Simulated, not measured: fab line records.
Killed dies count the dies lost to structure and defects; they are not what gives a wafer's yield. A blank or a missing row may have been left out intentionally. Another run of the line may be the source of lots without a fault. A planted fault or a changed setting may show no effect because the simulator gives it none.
Struck lot and sound lot, side by side ; flow sky130 ; 16 steps out of a route of 708
Sound: the wafers L249.2, L249.3, L249.5. Wafers struck: L241.2, L241.3, L241.5. Last of all comes the cause.
Per side, at each step with rows, come the tool, then ch with its chambers, and then its first start. Under that, the readings that differ: sound wafers ; struck wafers ; difference of the means ; sigmas: that difference in standard deviations of wafers without a fault.
alike: a reading whose means differ by less than 2 such deviations, as well as words and numbers matching on both sides. not compared: withheld readings; readings where some wafer has no value; bounds like >300 that might hide an equal value; numbers whose values overlap and for which the record gives no deviation.
The two part at a step that has a row with sigmas, a row that says differs or no value, or rows on one side only. Non-overlapping numbers with no deviation appear without sigmas and do not part them. Lack of a reading on every wafer of one side parts them only where that side has two or more wafers.

first, 4 steps without rows for these wafers: SKY_LDD_HVN_SOFTBAKE_03 (time 60 s); SKY_LDD_HVN_EXPOSE_04 (exposes mask HVNTM, target cd 700 nm); SKY_LDD_HVN_PEB_05; SKY_LDD_HVN_DEVELOP_06 (develop time 60 s).
SKY_LDD_HVN_OVL_MEAS_07:
  struck on overlay-02, day 23 01:44; sound on overlay-01, day 25 22:17
  alike: LDD_HVN_OVL
then, 1 step without rows for these wafers: SKY_LDD_HVN_IMPLANT_08.
SKY_LDD_HVN_STRIP_09: strips in O2/N2.
  sound on plasma_asher-03 ch 0, day 25 22:28; struck on plasma_asher-04 ch 0,1, day 23 01:55
reading;sound;struck;difference;sigmas
drypump_motor_current_A (A);5.2 5.2 5.1;5.8 6.2 6.2;+0.9;+3
  alike: oes_product_au, strip_time_to_endpoint_s
  not compared: rf_hours_counter_h
SKY_LDD_HVN_TW_MEAS_10:
  struck on film_metro-04, day 23 02:02; sound on film_metro-02, day 25 22:35
  alike: LDD_HVN_TW
then, 4 steps without rows for these wafers: SKY_LDD_HVP_DEHYDRATE_00 (time 60 s); SKY_LDD_HVP_HMDS_01 (prime time 60 s); SKY_LDD_HVP_COAT_02 (resist thk 300 nm); SKY_LDD_HVP_SOFTBAKE_03 (time 60 s).
SKY_LDD_HVP_EXPOSE_04: exposes mask HVPTM, target cd 700 nm.
  sound on iline_stepper-02 ch 0, day 26 14:11; struck on iline_stepper-01 ch 0, day 23 17:44
reading;sound;struck;difference;sigmas
model.LDD_HVP.overlay_x_nm (nm);-0.4786 -0.4786 -0.4786;3.699 3.699 3.699;+4.178;
  alike: mask
then, 2 steps without rows for these wafers: SKY_LDD_HVP_PEB_05; SKY_LDD_HVP_DEVELOP_06 (develop time 60 s).
SKY_LDD_HVP_OVL_MEAS_07:
  struck on overlay-01, day 24 08:31; sound on overlay-02, day 27 03:59
reading;sound;struck;difference;sigmas
LDD_HVP_OVL (nm);-2.8 -1.2 -1.9;3.2 4.0 3.4;+5.5;+5
  not compared: hold

== WHERE THEY PART ==
First at SKY_LDD_HVN_STRIP_09; last, within this record, at SKY_LDD_HVP_OVL_MEAS_07.

WHY: what the simulator had put in
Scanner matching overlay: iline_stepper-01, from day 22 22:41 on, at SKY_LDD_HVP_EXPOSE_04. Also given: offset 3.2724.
